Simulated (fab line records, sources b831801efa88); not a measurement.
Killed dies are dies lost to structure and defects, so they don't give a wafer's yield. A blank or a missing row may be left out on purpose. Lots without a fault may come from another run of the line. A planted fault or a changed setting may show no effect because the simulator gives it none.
Which tool did it? | flow gf180mcu | 13 lots, 39 wafers sampled, at 5 steps of a route of 602

WHAT THE GAUGES READ, wafer by wafer
GF_M4_RS_MEAS_05: measures by four-point-probe. Usual: M4_ALCU_RS 0.0696 ohm/sq, standard deviation 0.00077.
lot  | measured     | on            | M4_ALCU_RS (ohm/sq)  | flag
L529 | day 22 12:29 | film_metro-01 | 0.0688 0.0685 0.0688 |
L530 | day 22 21:56 | film_metro-02 | 0.0707 0.0707 0.0701 |
L531 | day 23 08:17 | film_metro-01 | 0.0688 0.0693 0.0689 |
L532 | day 23 10:47 | film_metro-01 | 0.0704 0.0699 0.0703 |
L534 | day 24 08:58 | film_metro-02 | 0.0689 0.0690 0.0692 |
L536 | day 24 18:56 | film_metro-03 | 0.0692 0.0700 0.0694 |
L538 | day 25 17:04 | film_metro-02 | 0.0688 0.0686 0.0696 |
L539 | day 26 00:43 | film_metro-01 | 0.0707 0.0703 0.0697 |
L542 | day 26 21:53 | film_metro-03 | 0.0702 0.0700 0.0695 |
L547 | day 28 11:14 | film_metro-02 | 0.0707 0.0705 0.0706 |
L548 | day 28 15:55 | film_metro-03 | 0.0694 0.0698 0.0702 |
L549 | day 28 22:31 | film_metro-03 | 0.0701 0.0688 0.0692 |
L550 | day 29 05:41 | film_metro-01 | 0.0693 0.0701 0.0710 |

GF_MIM_RS_MEAS_10: measures by four-point-probe. Usual: MIM_ALCU_RS 0.1597 ohm/sq, standard deviation 0.0017.
lot  | measured     | on            | MIM_ALCU_RS (ohm/sq) | flag
L529 | day 24 12:29 | film_metro-03 | 0.1599 0.1612 0.1598 |
L530 | day 24 22:34 | film_metro-03 | 0.1629 0.1619 0.1619 |
L531 | day 25 07:37 | film_metro-01 | 0.1603 0.1587 0.1591 |
L532 | day 25 10:26 | film_metro-03 | 0.1611 0.1599 0.1615 |
L534 | day 26 07:58 | film_metro-04 | 0.1580 0.1592 0.1585 |
L536 | day 26 17:23 | film_metro-03 | 0.1593 0.1586 0.1590 |
L538 | day 27 13:47 | film_metro-04 | 0.1597 0.1603 0.1605 |
L539 | day 27 20:38 | film_metro-01 | 0.1618 0.1610 0.1613 |
L542 | day 28 16:41 | film_metro-01 | 0.1602 0.1605 0.1621 |
L547 | day 30 04:41 | film_metro-03 | 0.1548 0.1546 0.1573 |
L548 | day 30 09:41 | film_metro-03 | 0.1583 0.1579 0.1584 |
L549 | day 30 14:42 | film_metro-04 | 0.1588 0.1588 0.1580 |
L550 | day 30 21:50 | film_metro-03 | 0.1593 0.1583 0.1594 |

GF_M5_CD_MEAS_07: target cd 280 nm. Usual: cd_nm 280.4 nm, standard deviation 1.1.
lot  | measured     | on        | cd_nm (nm)                          | flag
L529 | day 26 07:27 | cd_sem-01 | 279.1 280.5 279.8                   |
L530 | day 26 17:01 | cd_sem-02 | 280.5 280.6 280.2                   |
L531 | day 27 02:27 | cd_sem-02 | 282.2 281.3 281.2                   |
L532 | day 27 03:51 | cd_sem-02 | 281.1 280.6 280.8                   |
L534 | day 28 01:22 | cd_sem-01 | 280.2 280.5 281.6                   |
L536 | day 28 09:10 | cd_sem-02 | 280.4 281.3 280.7                   |
L538 | day 29 04:59 | cd_sem-02 | 281.6 281.2 280.9                   |
L539 | day 29 11:45 | cd_sem-01 | 281.4 281.4 280.4                   |
L542 | day 30 07:18 | cd_sem-01 | 282.2 281.4 281.3                   |
L547 | day 31 16:36 | cd_sem-01 | 273.6 272.5 273.3 273.7 272.5 273.7 | OFF
L548 | day 31 20:34 | cd_sem-02 | 278.4 279.3 279.8                   |
L549 | day 32 01:16 | cd_sem-01 | 271.6 273.9 272.7 271.6 273.6 271.9 | OFF
L550 | day 32 08:22 | cd_sem-01 | 281.6 280.7 281.1                   |

GF_V5_CD_MEAS_14: target cd 260 nm. Usual: cd_nm 259.7 nm, standard deviation 1.2.
lot  | measured     | on        | cd_nm (nm)        | flag
L529 | day 27 05:35 | cd_sem-01 | 261.0 261.7 259.6 |
L530 | day 27 14:57 | cd_sem-01 | 258.5 260.0 258.5 |
L531 | day 28 00:42 | cd_sem-02 | 258.4 258.6 258.1 |
L532 | day 28 01:48 | cd_sem-02 | 260.2 259.7 259.9 |
L534 | day 28 23:09 | cd_sem-01 | 259.7 259.0 258.8 |
L536 | day 29 06:12 | cd_sem-02 | 260.2 261.0 258.4 |
L538 | day 30 01:11 | cd_sem-02 | 261.2 260.7 262.2 |
L539 | day 30 08:06 | cd_sem-02 | 258.7 259.0 258.4 |
L542 | day 31 02:12 | cd_sem-01 | 257.6 258.5 258.0 |
L547 | day 32 10:57 | cd_sem-02 | 260.1 259.7 259.1 |
L548 | day 32 14:42 | cd_sem-01 | 259.6 259.1 259.3 |
L549 | day 32 19:28 | cd_sem-01 | 261.2 262.4 261.5 |
L550 | day 33 01:12 | cd_sem-01 | 257.1 256.7 258.0 |

WHICH TOOL RAN EACH LOT (tool, then ch and the chambers of the sampled wafers, then the start)
lot  | GF_M5_PEB_05
L529 | litho_track-04 ch 0, day 26 07:08
L530 | litho_track-04 ch 0, day 26 16:40
L531 | litho_track-01 ch 0, day 27 02:06
L532 | litho_track-03 ch 0, day 27 03:30
L534 | litho_track-04 ch 0, day 28 01:01
L536 | litho_track-04 ch 0, day 28 08:49
L538 | litho_track-03 ch 0, day 29 04:40
L539 | litho_track-01 ch 0, day 29 11:24
L542 | litho_track-03 ch 0, day 30 06:57
L547 | litho_track-03 ch 0, day 31 16:15
L548 | litho_track-04 ch 0, day 31 20:13
L549 | litho_track-03 ch 0, day 32 00:56
L550 | litho_track-04 ch 0, day 32 08:01
- GF_M5_PEB_05: peb time 90 s.

WHAT THE TOOLS THEMSELVES READ (means of the sampled wafers that have a number; where no wafer has one, the mark that the record gives instead)
GF_M5_PEB_05. Usual: heater_power_total_W 85.69 W, standard deviation 0.087; plate_temp_C 134.98 C, standard deviation 0.14.
lot  | tool           | heater_power_total_W (W) | plate_temp_C (C) | flag
L529 | litho_track-04 | 85.73                    | 135.03           |
L530 | litho_track-04 | 85.66                    | 135.01           |
L531 | litho_track-01 | 85.70                    | 134.86           |
L532 | litho_track-03 | 85.60                    | 135.00           |
L534 | litho_track-04 | 85.72                    | 134.94           |
L536 | litho_track-04 | 85.69                    | 135.12           |
L538 | litho_track-03 | 85.79                    | 134.91           |
L539 | litho_track-01 | 85.73                    | 135.06           |
L542 | litho_track-03 | 85.78                    | 135.08           |
L547 | litho_track-03 | 88.71                    | 138.76           | OFF
L548 | litho_track-04 | 85.70                    | 135.02           |
L549 | litho_track-03 | 88.67                    | 138.56           | OFF
L550 | litho_track-04 | 85.67                    | 135.06           |

THE ANSWER, worked out from the rows above alone
Rule: a lot is off if the mean of its wafers that have a number lies more than 3 standard deviations from the usual mean. A lot without any number at a reading at which 4 lots or more have one is off too. The other lots that the step has rows for count as sound. The gauges are gone through in route order, then the tools' own readings, and for those a lot's mean is taken as printed above. The first step at which some lot is off is used, and at that step the reading that is off furthest; a lot without a number counts as furthest.
Off: L547, L549, at GF_M5_CD_MEAS_07 (cd_nm).
A tool fits if, at a process step before that reading, it ran every lot that is off, and no sound lot after the first of them. The gauges at GF_M5_CD_MEAS_07 aren't tried: what is off there is off at GF_M5_PEB_05 too, on other tools, and a gauge's error can't cause that. One fits: litho_track-03 at GF_M5_PEB_05. Its last sound lot is L542 (day 30 06:57), its first lot that is off L547 (day 31 16:15): a fault that began between those two fits.
The tool's own readings at GF_M5_PEB_05 bear it out: on the lots that are off they differ by more than 5 times the standard deviation of the sound lots' means. heater_power_total_W reads 88.69 W there against 85.71 W on the sound lots; plate_temp_C reads 138.66 C there against 135.01 C on the sound lots.

WHAT THE SIMULATOR HAD PUT IN
Process parameter drift: litho_track-03, from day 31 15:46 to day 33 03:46, at GF_M5_PEB_05. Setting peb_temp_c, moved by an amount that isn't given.
Lots struck among those shown: L547, L549. The rule above found the same.
